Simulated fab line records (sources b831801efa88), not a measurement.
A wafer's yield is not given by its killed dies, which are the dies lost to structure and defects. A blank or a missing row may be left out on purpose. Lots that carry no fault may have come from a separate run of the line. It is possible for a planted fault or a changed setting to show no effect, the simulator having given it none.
A struck lot beside a sound one	flow sfqLine	21 steps out of a route of 325
Sound: these wafers, L449.1, L449.3, L449.4. Struck: wafers L461.1, L461.6. (L461.2 of the same lot was not struck and is left out.) The cause comes at the end.
Each step with rows lists, per side, the tool, then ch with its chambers, then its first start. Under that, the readings that differ: sound wafers	struck wafers	difference of the means	sigmas: that difference in standard deviations of wafers without a fault.
alike: readings whose means differ by less than 2 such deviations, and words and numbers that are the same on both sides. not compared: withheld readings, readings that some wafer has no value for, bounds like >300 that may hide the same value, and numbers for which the record gives no deviation and whose values overlap.
Wherever a step has rows on one side only, a row that says differs or no value, or a row with sigmas, the two part there. Non-overlapping numbers with no deviation appear without sigmas and do not part them. Lack of a reading on every wafer of one side parts them only where that side has two or more wafers.

SFQ_I4_OVL_MEAS_928:
  struck on overlay-01, day 53 18:24; sound on overlay-01, day 50 17:04
  alike: I4_OVL
SFQ_TRILAYER_I4_VIA_BARC_OPEN_VIA_ETCH_146: etches BARC in O2, target depth 125 nm, time 41.7 s.
  sound on rieDiel-02 ch 0,1,3, day 50 17:07; struck on rieDiel-03 ch 3, day 53 18:26
  alike: drypumpMotorCurrentA, oesProductAu
  not compared: rfHoursCounterH
then, 1 step without rows for these wafers: SFQ_TRILAYER_I4_VIA_ETCH_VIA_ETCH_106 (etches SiO2 in CHF3, stops on Nb, target depth 260 nm).
SFQ_TRILAYER_I4_VIA_STRIP_STRIP_107: strips in O2.
  sound on rieMetal-01 ch 0,1, day 50 17:16; struck on rieMetal-03 ch 0,1, day 53 18:35
  alike: drypumpMotorCurrentA, oesProductAu
  not compared: rfHoursCounterH
then, 3 steps without rows for these wafers: SFQ_TRILAYER_I4_VIA_STRIP_SOLV_CLEAN_108 (cleans in NMP, time 600 s); SFQ_TRILAYER_JJ_TRILAYER_DEP_PRE_CLEAN_113 (time 22.5 s); SFQ_TRILAYER_JJ_TRILAYER_DEP_SPUTTER_109 (material Nb, target thk 150 nm, time 100 s).
SFQ_TRILAYER_JJ_TRILAYER_DEP_SPUTTER_110: material Al, target thk 8 nm, time 10 s.
  struck on pvdSputter-04, day 53 19:28; sound on pvdSputter-04, day 50 18:08
  alike: throttleValvePct
then, 2 steps without rows for these wafers: SFQ_TRILAYER_JJ_TRILAYER_DEP_AL_OXIDATION_111 (oxidation time 600 s); SFQ_TRILAYER_JJ_TRILAYER_DEP_SPUTTER_112 (material Nb, target thk 170 nm, time 113.3 s).
SFQ_JJ_RS_MEAS_929: the measuring method here is four-point-probe.
  struck on filmMetro-04, day 53 20:34; sound on filmMetro-03, day 50 19:14
  alike: JJ_NB_RS
SFQ_TRILAYER_JJ_CE_LITHO_COAT_119: resist thk 62 nm.
  sound on lithoTrack-04 ch 0, day 50 19:25; struck on lithoTrack-02 ch 0, day 53 20:44
reading	sound	struck	difference	sigmas
model.BARC_of_TRILAYER_JJ_CE_LITHO_COAT_119.thkNm (nm)	61.74 61.89 62.06	75.11 75.26	+13.29	
then, 5 steps without rows for these wafers: SFQ_TRILAYER_JJ_CE_LITHO_COAT_114 (resist thk 600 nm); SFQ_TRILAYER_JJ_CE_LITHO_SOFTBAKE_118; SFQ_TRILAYER_JJ_CE_LITHO_EXPOSE_115 (exposes mask J5, target cd 700 nm); SFQ_TRILAYER_JJ_CE_LITHO_PEB_117 (peb time 60 s); SFQ_TRILAYER_JJ_CE_LITHO_DEVELOP_116 (time 60 s).
-- the record jumps here: 3 days lie between the struck wafers' starts before and after --
SFQ_JJ_OVL_MEAS_931:
  struck on overlay-01, day 56 13:14; sound on overlay-01, day 55 22:50
  alike: J5_OVL
SFQ_TRILAYER_JJ_CE_METRO_MEASURE_117:
  struck on cdSem-01, day 56 13:16; sound on cdSem-01, day 55 22:52
  alike: cdNm
SFQ_TRILAYER_JJ_CE_BARC_OPEN_RIE_150: chemistry O2, target BARC, target depth 240 nm, time 80 s.
  sound on rieMetal-04 ch 0,1, day 56 00:04; struck on rieMetal-04 ch 0,1, day 56 14:28
reading	sound	struck	difference	sigmas
oesProductAu (a.u.)	0.533 0.533 0.541	0.570 0.577	+0.038	+8
model.etch.depthNm (nm)	61.74 61.89 62.06	75.11 75.26	+13.29	
  alike: drypumpMotorCurrentA
  not compared: rfHoursCounterH
SFQ_TRILAYER_JJ_CE_ETCH_RIE_118: chemistry SF6, target Nb, stops on Al2O3, time 97.7 s, target depth 170 nm.
  sound on rieMetal-04 ch 0,1, day 56 00:10; struck on rieMetal-04 ch 0,1, day 56 14:34
  alike: drypumpMotorCurrentA, oesProductAu
  not compared: rfHoursCounterH

## WHERE THEY PART
Only at SFQ_TRILAYER_JJ_CE_BARC_OPEN_RIE_150, within this record. Later steps at which nothing parts them and some readings are alike: SFQ_TRILAYER_JJ_CE_ETCH_RIE_118.

WHY: what the simulator had put in
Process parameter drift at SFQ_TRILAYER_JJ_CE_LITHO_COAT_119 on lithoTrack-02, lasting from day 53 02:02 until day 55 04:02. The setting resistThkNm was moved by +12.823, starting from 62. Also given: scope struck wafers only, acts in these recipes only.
